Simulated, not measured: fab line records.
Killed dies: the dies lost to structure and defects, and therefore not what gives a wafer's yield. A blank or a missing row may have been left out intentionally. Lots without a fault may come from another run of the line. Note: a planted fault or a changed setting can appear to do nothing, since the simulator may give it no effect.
Which tool did it?    flow gf180mcu    Sampling: 11 lots, 33 wafers, 5 of 602 route steps

== WHAT THE GAUGES READ, wafer by wafer ==
GF_PSD_CD_MEAS_07: target cd 400 nm. Usual: 399.6 nm for cd-nm, sd 2.2.
lot   measured      on         cd-nm (nm)         flag
L287  day 14 07:32  cd-sem-02  398.3 397.9 398.5  
L288  day 14 21:34  cd-sem-01  402.4 402.5 401.9  
L292  day 16 09:33  cd-sem-01  401.9 402.3 400.0  
L293  day 16 10:48  cd-sem-01  398.3 398.9 398.7  
L294  day 16 23:52  cd-sem-02  397.9 398.3 397.3  
L301  day 19 08:17  cd-sem-01  400.3 399.2 397.5  
L302  day 19 21:32  cd-sem-02  - - -              OFF
L303  day 19 22:06  cd-sem-02  400.2 401.1 399.9  
L305  day 20 12:08  cd-sem-02  401.6 401.4 400.4  
L307  day 20 23:37  cd-sem-01  - - -              OFF
L309  day 21 18:37  cd-sem-01  401.0 401.0 397.7  

GF_PSD_OVL_MEAS_08. Usual: PSD_OVL typically reads -0.7 nm, with standard deviation 1.5.
lot   measured      on          PSD_OVL (nm)    flag
L287  day 14 07:38  overlay-02  1.1 1.6 1.1     
L288  day 14 21:40  overlay-01  1.1 0.8 -0.4    
L292  day 16 09:40  overlay-02  -0.9 0.1 -0.1   
L293  day 16 10:55  overlay-02  1.9 -0.3 0.0    
L294  day 16 23:58  overlay-01  -2.0 -2.6 -2.0  
L301  day 19 08:25  overlay-02  0.0 1.0 -1.8    
L302  day 19 21:38  overlay-01  - - -           OFF
L303  day 19 22:11  overlay-02  0.4 1.5 1.6     
L305  day 20 12:13  overlay-02  -1.0 1.1 -1.2   
L307  day 20 23:44  overlay-01  - - -           OFF
L309  day 21 18:43  overlay-01  -2.2 -0.7 -0.4  

GF_PSD_TW_MEAS_11. Usual: PSD_TW typically reads 3200, with standard deviation 17.
lot   measured      on             PSD_TW          flag
L287  day 14 07:56  film-metro-01  3187 3199 3190  
L288  day 14 21:58  film-metro-02  3203 3216 3218  
L292  day 16 09:58  film-metro-02  3197 3190 3199  
L293  day 16 11:13  film-metro-02  3207 3211 3216  
L294  day 17 00:16  film-metro-04  3167 3177 3187  
L301  day 19 08:42  film-metro-04  3229 3217 3217  
L302  day 19 21:56  film-metro-02  31 30 30        OFF
L303  day 19 22:29  film-metro-02  3212 3219 3217  
L305  day 20 12:31  film-metro-01  3189 3192 3193  
L307  day 21 00:01  film-metro-01  30 30 30        OFF
L309  day 21 19:01  film-metro-02  3202 3204 3222  

GF_CONTACT_BOW_MEAS_05. Usual: CONTACT_BOW typically reads 65 um, with standard deviation 6.3.
lot   measured      on             CONTACT_BOW (um)  flag
L287  day 15 07:13  film-metro-03  66 61 63          
L288  day 15 21:27  film-metro-01  62 77 69          
L292  day 17 10:50  film-metro-04  67 69 75          
L293  day 17 11:40  film-metro-04  62 58 64          
L294  day 18 01:10  film-metro-04  50 68 61          
L301  day 20 10:51  film-metro-04  62 66 63          
L302  day 20 23:44  film-metro-03  70 69 73          
L303  day 21 01:15  film-metro-01  73 72 69          
L305  day 21 14:28  film-metro-04  70 61 58          
L307  day 22 02:03  film-metro-04  64 58 69          
L309  day 22 19:56  film-metro-01  74 69 69          

== WHICH TOOL RAN EACH LOT (tool, then ch and the chambers of the sampled wafers, then the start) ==
lot   GF_PSD_DEVELOP_06
L287  litho-track-02 ch 0, day 14 07:24
L288  litho-track-04 ch 0, day 14 21:25
L292  litho-track-02 ch 0, day 16 09:24
L293  litho-track-02 ch 0, day 16 10:39
L294  litho-track-04 ch 0, day 16 23:43
L301  litho-track-04 ch 0, day 19 08:08
L302  litho-track-02 ch 0, day 19 21:24
L303  litho-track-04 ch 0, day 19 21:58
L305  litho-track-04 ch 0, day 20 11:59
L307  litho-track-02 ch 0, day 20 23:29
L309  litho-track-04 ch 0, day 21 18:28
- GF_PSD_DEVELOP_06: develop time 60 s.

== AS READ BY THE TOOLS THEMSELVES (means over the sampled wafers that have a number; for cases with no such wafer, the mark the record gives instead) ==
GF_PSD_DEVELOP_06. Usual: 44.9 Pa for exhaust-pa, sd 0.88.
lot   tool            exhaust-pa (Pa)  flag
L287  litho-track-02  45.5             
L288  litho-track-04  45.0             
L292  litho-track-02  44.7             
L293  litho-track-02  44.8             
L294  litho-track-04  44.9             
L301  litho-track-04  44.9             
L302  litho-track-02  45.8             
L303  litho-track-04  45.6             
L305  litho-track-04  45.7             
L307  litho-track-02  44.9             
L309  litho-track-04  44.0             

== THE ANSWER, worked out from the rows above alone ==
Rule: lot off if the mean of its wafers having a number is beyond 3 standard deviations from the usual mean. A lot without any number at a reading at which 4 lots or more have one is off too. The other lots that the step has rows for count as sound. After the gauges, taken in route order, come the tools' own readings; for these a lot's mean is taken, as printed above. At the first step where some lot is off, the reading lying furthest off is the one used; lots without a number count as furthest.
Off at GF_PSD_CD_MEAS_07 (cd-nm): L302, L307. Without a number there: L302, L307.
A tool fits if, at a process step before that reading, it ran every lot that is off, and no sound lot after the first of them. Not tried: the gauges at GF_PSD_CD_MEAS_07; whatever is off there is also off at GF_PSD_OVL_MEAS_08, on other tools, and gauge error can't account for it. One fits: litho-track-02 at GF_PSD_DEVELOP_06. Its last sound lot is L293 (day 16 10:39), its first lot that is off L302 (day 19 21:24): a fault that began between those two fits.

== WHAT WAS PUT IN BY THE SIMULATOR ==
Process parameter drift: litho-track-02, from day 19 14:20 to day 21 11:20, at GF_PSD_DEVELOP_06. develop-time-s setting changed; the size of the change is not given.
Struck lots among those shown: L302, L307. The rule above reached the same finding.
